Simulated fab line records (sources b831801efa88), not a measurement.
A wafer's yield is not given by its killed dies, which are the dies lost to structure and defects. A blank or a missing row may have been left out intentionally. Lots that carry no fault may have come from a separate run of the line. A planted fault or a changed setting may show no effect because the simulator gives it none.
Which of the tools did it? | flow sky130 | Sampling: 6 lots, 18 wafers, 2 of 708 route steps

WHAT EACH GAUGE READ, for each wafer
SKY_VIA1_THK_MEAS_01.
lot  | measured     | on            | VIA1_HDPCVD_THK (nm)
L430 | day 34 22:22 | film metro-01 | 1045 1039 1024
L432 | day 36 02:41 | film metro-04 | 1036 1038 1049
L434 | day 36 07:32 | film metro-01 | 1027 1011 1008
L437 | day 37 08:44 | film metro-03 | 1030 1015 1027
L444 | day 39 11:18 | film metro-04 | 1028 1029 1544
L448 | day 40 08:19 | film metro-04 | 1028 1552 1024

TOOL THAT RAN EACH LOT (tool first, then ch and the chambers of the sampled wafers, then the start)
lot  | SKY_VIA1_HDPCVD_00
L430 | hdpcvd-01 ch 1,2, day 34 22:08
L432 | hdpcvd-01 ch 0,1,2, day 36 02:35
L434 | hdpcvd-02 ch 0,1,2, day 36 07:25
L437 | hdpcvd-01 ch 1,2, day 37 08:37
L444 | hdpcvd-02 ch 0,1,2, day 39 11:11
L448 | hdpcvd-02 ch 0,1,2, day 40 08:13
- SKY_VIA1_HDPCVD_00: deposits SiO2, target thk 1030 nm, time 171.7 s.

THE ANSWER, worked out from the rows above alone
Rule: usual is defined by the lots themselves. The widest of any qualifying gaps counts: lots, ordered by their means at a reading, are off when they make up no more than a third of the lots, leave a main group of 4 or more, and stand apart from it by 3 or more times the standard deviation of that group's means. A main group whose means are all the same, to the digits that the tables above print for the reading, isn't used. Also off: a lot with no number at a reading for which 4 or more lots have one. Any other lot the step has rows for is counted as sound.
Off: at SKY_VIA1_THK_MEAS_01 (VIA1_HDPCVD_THK), L444, L448. Mean 1029 nm and standard deviation 10 in the main group.
If a tool, at a process step before that reading, ran all the lots that are off and no sound lot after the first of them, it fits. The gauges at SKY_VIA1_THK_MEAS_01 are tried like those tools. Undecided on this evidence; 2 tools fit (hdpcvd-02 at SKY_VIA1_HDPCVD_00, film metro-04 at SKY_VIA1_THK_MEAS_01).

WHAT THE SIMULATOR HAD INSERTED
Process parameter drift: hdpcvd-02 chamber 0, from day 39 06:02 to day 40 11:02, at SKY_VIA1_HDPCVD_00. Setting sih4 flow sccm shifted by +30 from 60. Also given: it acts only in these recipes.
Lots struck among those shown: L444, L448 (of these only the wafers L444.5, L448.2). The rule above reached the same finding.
